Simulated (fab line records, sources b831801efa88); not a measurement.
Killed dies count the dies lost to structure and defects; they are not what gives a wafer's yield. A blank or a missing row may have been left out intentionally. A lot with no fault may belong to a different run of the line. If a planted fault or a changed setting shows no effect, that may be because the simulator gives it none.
fab line records | flow gf180mcu
record: lots: 13 wafers: 39 last_day: 34
route steps=602 shown DNWELL@41 NWELL@51 M1@331 V1@352
lots that met no fault: from a run of the same line without faults
start_h: start of the lot's first displayed wafer, in hours after the record's first day | wait_h: time in hours since the lot's previous step | " identical to the entry in the row above | L1.1+2: a single row standing in for several wafers | - no value present, or no start provided | * or withheld: withheld | < > ~ a bound
route shown NAME@n: names a module that has steps shown in the file, with the first one's number in the route | usual: mean/standard deviation taken from wafers without a fault | same: alike in all rows | chamber/n: place in a boat | sites: each site's reading | _std_site: the values' standard deviation | _edge_site: mean of outer sites minus mean of inner sites | radius_mm: how far each site lies from the wafer's centre | mask NAME#n: copy n | behind: the most recent tool/chamber to have shaped the wafer | hold: the reason the lot was held/the length of the hold in hours/how it ended | device: the n, p or np transistor that did not switch | end of line: the same wafers' tests at the end of the route | for a step that has no rows: nothing shown but its recipe | killed: the dies lost at the first sort to structure and to defects; this is not the yield of the wafer | map: per-die view of a wafer (x killed, . not killed, _ where there is no die)
set.NAME: the run value of the setting; set.NAME@STEP: its run value at that earlier step | model.NAME: the simulator's own value behind a step, which no gauge read
a sample of lots followed through the steps of the route, with each step as a table and each wafer as a row
services: a tool's chamber out of use, with start hour (start_h, from the record's first day; less than 0 if before it), hours out, and reason
== steps ==
step: GF_DNWELL_TW_MEAS_09
usual: DNWELL_TW: 1355/17
columns lot.wafer tool chamber start_h wait_h DNWELL_TW
L315.2 film_metro-04 - 47.93 0.1 1360
L315.4 " - " " 1354
L315.5 " - " " 1356
L318.2 film_metro-04 - 58.73 0.1 1343
L318.5 " - " " 1351
L318.6 " - " " 1354
L319.2 film_metro-02 - 66.88 0.1 1334
L319.3 " - " " 1331
L319.5 " - " " 1341
L320.1 film_metro-02 - 71.26 0.1 1331
L320.3 " - " " 1330
L320.5 " - " " 1331
L321.1 film_metro-03 - 74.71 0.1 1381
L321.2 " - " " 1384
L321.4 " - " " 1381
L322.3 film_metro-04 - 79.34 0.1 1337
L322.4 " - " " 1337
L322.6 " - " " 1341
L323.1 film_metro-03 - 84.61 0.1 1366
L323.3 " - " " 1367
L323.6 " - " " 1372
L326.1 film_metro-03 - 100.82 0.1 1358
L326.2 " - " " 1350
L326.3 " - " " 1359
L327.2 film_metro-03 - 106.93 0.1 1374
L327.3 " - " " 1377
L327.6 " - " " 1363
L328.2 film_metro-03 - 114.27 0.1 1365
L328.4 " - " " 1371
L328.6 " - " " 1370
L329.1 film_metro-02 - 120.91 0.1 1322
L329.5 " - " " 1326
L329.6 " - " " 1325
L337.1 film_metro-02 - 163.71 0.1 1334
L337.2 " - " " 1341
L337.3 " - " " 1347
L338.2 film_metro-03 - 165.32 0.1 1388
L338.3 " - " " 1381
L338.5 " - " " 1376
step: GF_NWELL_IMPLANT_09
recipe: species: P energy_kev: 160 dose_cm2: 4e+12 tilt_deg: 0
usual: dose_ions_cm2: 4e+12/4.2e+09 faraday_current_uA: 22.5/0.45
columns lot.wafer tool chamber start_h wait_h dose_ions_cm2 faraday_current_uA
L315.2 implanter-04 0 60.58 0.1 3.994e+12 21.7
L315.4 " 0 " " 3.998e+12 22.0
L315.5 " 0 " " 4.004e+12 22.7
L318.2 implanter-04 0 72.18 0.1 4.004e+12 22.6
L318.5 " 0 " " 4.002e+12 23.0
L318.6 " 0 " " 4.007e+12 22.3
L319.2 implanter-03 0 80.33 0.1 3.999e+12 22.5
L319.3 " 0 " " 4.003e+12 22.2
L319.5 " 0 " " 4.004e+12 22.1
L320.1 implanter-04 0 84.90 0.1 3.996e+12 22.9
L320.3 " 0 " " 3.992e+12 22.7
L320.5 " 0 " " 3.995e+12 22.8
L321.1 implanter-03 0 88.00 0.1 4.002e+12 22.3
L321.2 " 0 " " 4.001e+12 23.0
L321.4 " 0 " " 4.001e+12 22.8
L322.3 implanter-03 0 93.20 0.1 3.997e+12 23.0
L322.4 " 0 " " 3.997e+12 23.0
L322.6 " 0 " " 3.995e+12 22.3
L323.1 implanter-03 0 98.60 0.1 3.994e+12 23.4
L323.3 " 0 " " 4.002e+12 22.5
L323.6 " 0 " " 3.998e+12 21.9
L326.1 implanter-04 0 115.80 0.1 3.996e+12 22.3
L326.2 " 0 " " 3.998e+12 22.8
L326.3 " 0 " " 3.997e+12 22.1
L327.2 implanter-04 0 121.23 0.1 3.999e+12 22.6
L327.3 " 0 " " 4.011e+12 22.3
L327.6 " 0 " " 4.012e+12 21.9
L328.2 implanter-04 0 129.27 0.1 4e+12 23.2
L328.4 " 0 " " 3.997e+12 22.1
L328.6 " 0 " " 3.999e+12 22.6
L329.1 implanter-03 0 135.66 0.1 3.999e+12 22.5
L329.5 " 0 " " 4.004e+12 22.3
L329.6 " 0 " " 3.997e+12 22.1
L337.1 implanter-04 0 180.31 0.1 3.529e+12 19.9
L337.2 " 0 " " 3.525e+12 20.2
L337.3 " 0 " " 3.531e+12 19.8
L338.2 implanter-04 0 181.78 0.1 3.532e+12 19.2
L338.3 " 0 " " 3.534e+12 19.3
L338.5 " 0 " " 3.529e+12 19.6
step: GF_VT_IMPLANT_RS_MEAS_47
recipe: thk_meas_gauge: four-point-probe
usual: NWELL_RS: 487.5/1.1
columns lot.wafer tool chamber start_h wait_h NWELL_RS[ohm/sq]
L315.2 film_metro-01 - 165.05 0.1 486.7
L315.4 " - " " 488.0
L315.5 " - " " 487.2
L318.2 film_metro-02 - 176.91 0.1 486.7
L318.5 " - " " 486.1
L318.6 " - " " 487.5
L319.2 film_metro-02 - 187.51 0.1 486.6
L319.3 " - " " 484.8
L319.5 " - " " 485.3
L320.1 film_metro-04 - 191.88 0.1 485.9
L320.3 " - " " 487.9
L320.5 " - " " 486.9
L321.1 film_metro-01 - 198.13 0.1 487.6
L321.2 " - " " 488.4
L321.4 " - " " 489.0
L322.3 film_metro-01 - 202.37 0.1 487.5
L322.4 " - " " 488.9
L322.6 " - " " 488.4
L323.1 film_metro-02 - 208.59 0.1 488.7
L323.3 " - " " 489.8
L323.6 " - " " 488.3
L326.1 film_metro-04 - 231.48 0.1 487.2
L326.2 " - " " 486.8
L326.3 " - " " 486.3
L327.2 film_metro-02 - 237.55 0.1 487.6
L327.3 " - " " 487.8
L327.6 " - " " 486.5
L328.2 film_metro-01 - 247.50 0.1 485.6
L328.4 " - " " 486.2
L328.6 " - " " 485.2
L329.1 film_metro-02 - 256.64 0.1 487.0
L329.5 " - " " 487.1
L329.6 " - " " 488.9
L337.1 film_metro-01 - 311.88 0.1 496.2
L337.2 " - " " 497.2
L337.3 " - " " 496.2
L338.2 film_metro-01 - 313.96 0.1 496.1
L338.3 " - " " 496.2
L338.5 " - " " 496.2
step: GF_M1_METAL_ETCH_16
recipe: chemistry: Cl2/BCl3 mask_material: KrF target_depth_nm: 627.5 stop_on: SiO2 pressure_mtorr: 8 icp_w: 800 bias_w: 136.5 Cl2_flow_sccm: 80 bcl3_flow_sccm: 40 time_s: 104.6
usual: chamber_pressure_mTorr: 8.000/0.0074 drypump_motor_current_A: 5.5/0.31 oes_product_au: 0.970/0.0058 throttle_valve_pct: 28.251/0.0099
columns lot.wafer tool chamber start_h wait_h chamber_pressure_mTorr drypump_motor_current_A oes_product_au rf_hours_counter_h throttle_valve_pct
L315.2 rie_metal-04 1 395.02 0.0 8.002 5.0 0.973 11 28.270
L315.4 " 0 " " 7.988 5.8 0.966 - 28.255
L315.5 " 1 " " 7.990 5.0 0.967 - 28.262
L318.2 rie_metal-04 1 411.31 0.0 8.004 5.0 0.959 11 28.256
L318.5 " 0 " " 8.006 5.9 0.972 - 28.257
L318.6 " 1 " " 8.008 5.0 0.978 - 28.266
L319.2 rie_metal-02 1 425.17 0.0 8.016 5.6 0.966 10 28.258
L319.3 " 1 " " 8.004 5.6 0.963 - 28.256
L319.5 " 1 " " 7.999 5.6 0.962 - 28.258
L320.1 rie_metal-04 1 434.27 0.0 7.998 5.0 0.974 11 28.245
L320.3 " 1 " " 7.987 5.0 0.967 - 28.253
L320.5 " 1 " " 8.001 5.0 0.982 - 28.230
L321.1 rie_metal-03 1 444.47 0.0 7.999 5.5 0.970 7 28.234
L321.2 " 0 " " 8.003 5.2 0.979 6 28.261
L321.4 " 1 " " 8.007 5.4 0.971 - 28.253
L322.3 rie_metal-04 1 446.35 0.1 8.013 5.0 0.963 - 28.237
L322.4 " 0 " " 7.995 5.8 0.966 - 28.259
L322.6 " 1 " " 8.003 5.0 0.963 - 28.250
L323.1 rie_metal-02 0 454.57 0.0 7.998 5.6 0.969 12 28.256
L323.3 " 0 " " 8.000 5.6 0.970 - 28.253
L323.6 " 0 " " 7.996 5.6 0.967 - 28.259
L326.1 rie_metal-04 0 484.62 0.0 8.001 5.9 0.976 3 28.239
L326.2 " 0 " " 7.992 5.8 0.973 - 28.251
L326.3 " 0 " " 7.990 5.9 0.974 - 28.255
L327.2 rie_metal-02 0 493.17 0.0 7.997 5.6 0.973 0 28.249
L327.3 " 0 " " 8.000 5.6 0.967 - 28.266
L327.6 " 1 " " 8.000 5.6 0.968 - 28.253
L328.2 rie_metal-02 0 509.02 0.0 7.995 5.6 0.977 0 28.242
L328.4 " 0 " " 7.983 5.6 0.973 - 28.247
L328.6 " 0 " " 8.001 5.6 0.973 - 28.256
L329.1 rie_metal-04 1 518.91 0.0 7.998 5.0 0.968 0 28.229
L329.5 " 0 " " 7.998 5.8 0.970 - 28.235
L329.6 " 1 " " 8.002 5.0 0.969 - 28.258
L337.1 rie_metal-04 0 581.31 0.0 8.010 5.8 0.965 6 28.250
L337.2 " 1 " " 8.004 4.9 0.978 2 28.248
L337.3 " 1 " " 7.999 5.0 0.974 - 28.238
L338.2 rie_metal-02 0 582.37 0.0 7.995 5.6 0.979 2 28.247
L338.3 " 0 " " 7.994 5.6 0.971 - 28.254
L338.5 " 0 " " 7.998 5.6 0.970 - 28.251
step: GF_V1_ETCH_17
recipe: chemistry: C4F8/O2/Ar mask_material: KrF target: SiO2 stop_on: TiN source_w: 1500 bias_w: 1200 pressure_mtorr: 40 c4f8_flow_sccm: withheld O2_flow_sccm: 6 Ar_flow_sccm: 300 time_s: withheld target_depth_a: 6300
usual: chamber_pressure_mTorr: 40.01/0.04 oes_product_au: 0.856/0.0046
columns lot.wafer tool chamber start_h wait_h chamber_pressure_mTorr oes_product_au
L315.2 rie_diel-02 2 - - 39.97 0.851
L315.4 " 0 " " 39.95 0.857
L315.5 " 1 " " 40.01 0.854
L318.2 rie_diel-02 0 - - 40.00 0.870
L318.5 " 1 " " 40.01 0.853
L318.6 " 0 " " 40.02 0.856
L319.2 rie_diel-03 2 - - 40.00 0.850
L319.3 " 0 " " 40.00 0.854
L319.5 " 1 " " 40.06 0.852
L320.1 rie_diel-04 3 - - 39.96 0.854
L320.3 " 2 " " 40.01 0.855
L320.5 " 1 " " 39.98 0.852
L321.1 rie_diel-03 1 - - 39.96 0.865
L321.2 " 0 " " 40.16 0.855
L321.4 " 2 " " 39.93 0.856
L322.3 rie_diel-04 3 - - 39.97 0.861
L322.4 " 1 " " 40.04 0.858
L322.6 " 1 " " 40.07 0.856
L323.1 rie_diel-04 1 - - 40.03 0.850
L323.3 " 2 " " 40.00 0.862
L323.6 " 0 " " 40.03 0.856
L326.1 rie_diel-04 3 - - 40.04 0.858
L326.2 " 2 " " 40.02 0.855
L326.3 " 0 " " 40.07 0.853
L327.2 rie_diel-03 0 - - 39.98 0.861
L327.3 " 1 " " 40.10 0.850
L327.6 " 2 " " 40.02 0.860
L328.2 rie_diel-04 2 - - 39.98 0.856
L328.4 " 1 " " 40.00 0.853
L328.6 " 1 " " 40.00 0.863
L329.1 rie_diel-03 1 - - 39.98 0.860
L329.5 " 2 " " 39.99 0.856
L329.6 " 1 " " 39.97 0.863
L337.1 rie_diel-04 0 - - 39.94 0.854
L337.2 " 3 " " 40.03 0.865
L337.3 " 2 " " 40.04 0.853
L338.2 rie_diel-03 1 - - 40.08 0.853
L338.3 " 1 " " 39.95 0.852
L338.5 " 0 " " 40.05 0.859
== services ==
columns tool chamber start_h hours kind
rie_metal-04 1 71.99 2.4 repair
rie_metal-04 0 85.69 11.4 repair
implanter-04 - 91.43 6.3 repair
rie_metal-04 - 133.11 2.8 pm
rie_diel-04 2 141.80 4.1 repair
rie_diel-04 1 183.62 19.1 repair
implanter-04 - 193.28 1.8 repair
rie_diel-04 3 205.68 7.0 repair
implanter-04 - 207.42 6.6 repair
rie_diel-04 2 231.91 8.1 repair
implanter-04 - 245.09 5.9 repair
rie_metal-04 0 255.57 22.7 repair
implanter-04 - 266.08 5.7 pm
implanter-04 - 276.69 6.7 repair
implanter-04 - 299.38 9.2 repair
implanter-04 - 299.43 24.1 repair
rie_diel-04 0 310.90 7.1 repair
rie_diel-04 3 322.92 10.2 repair
implanter-04 - 366.92 3.6 repair
rie_diel-04 3 398.38 5.2 repair
implanter-04 - 449.29 15.5 repair
rie_diel-04 0 465.32 4.2 repair
implanter-04 - 503.56 2.1 repair
implanter-04 - 532.80 2.4 repair
== key ==
first_sign: step: GF_NWELL_IMPLANT_09 reading: dose_ions_cm2 direction: down sigmas: 99+ usual: 4e+12 struck: 3.53e+12
effect: step: GF_NWELL_IMPLANT_09 reading: faraday_current_uA direction: down sigmas: 6.3 usual: 22.5 struck: 19.6
effect: step: GF_VT_IMPLANT_RS_MEAS_47 reading: NWELL_RS direction: up sigmas: 7.9 usual: 487.5 struck: 496.3
met_at GF_NWELL_IMPLANT_09
struck_lots L337,L338
tester_left_out L337,L338
not_acting_at GF_DNWELL_TW_MEAS_09,GF_M1_METAL_ETCH_16,GF_V1_ETCH_17
onset_between 129.27 180.31
fault: kind: process_parameter_drift tool: implanter-04 chamber: - onset_h: 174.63 steps: GF_NWELL_IMPLANT_09 channel: dose_cm2 offset: -4.7095e+11 shape: step end_h: 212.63 acts_in: these_recipes_only stated: 4e+12
tester_left_out: of these lots the tester's yield and bins aren't shown, on N5 and GAA mostly nor the transistor test; their killed dies are dies lost to structure and defects alone, not to doping, threshold or leakage, so they don't give the yield
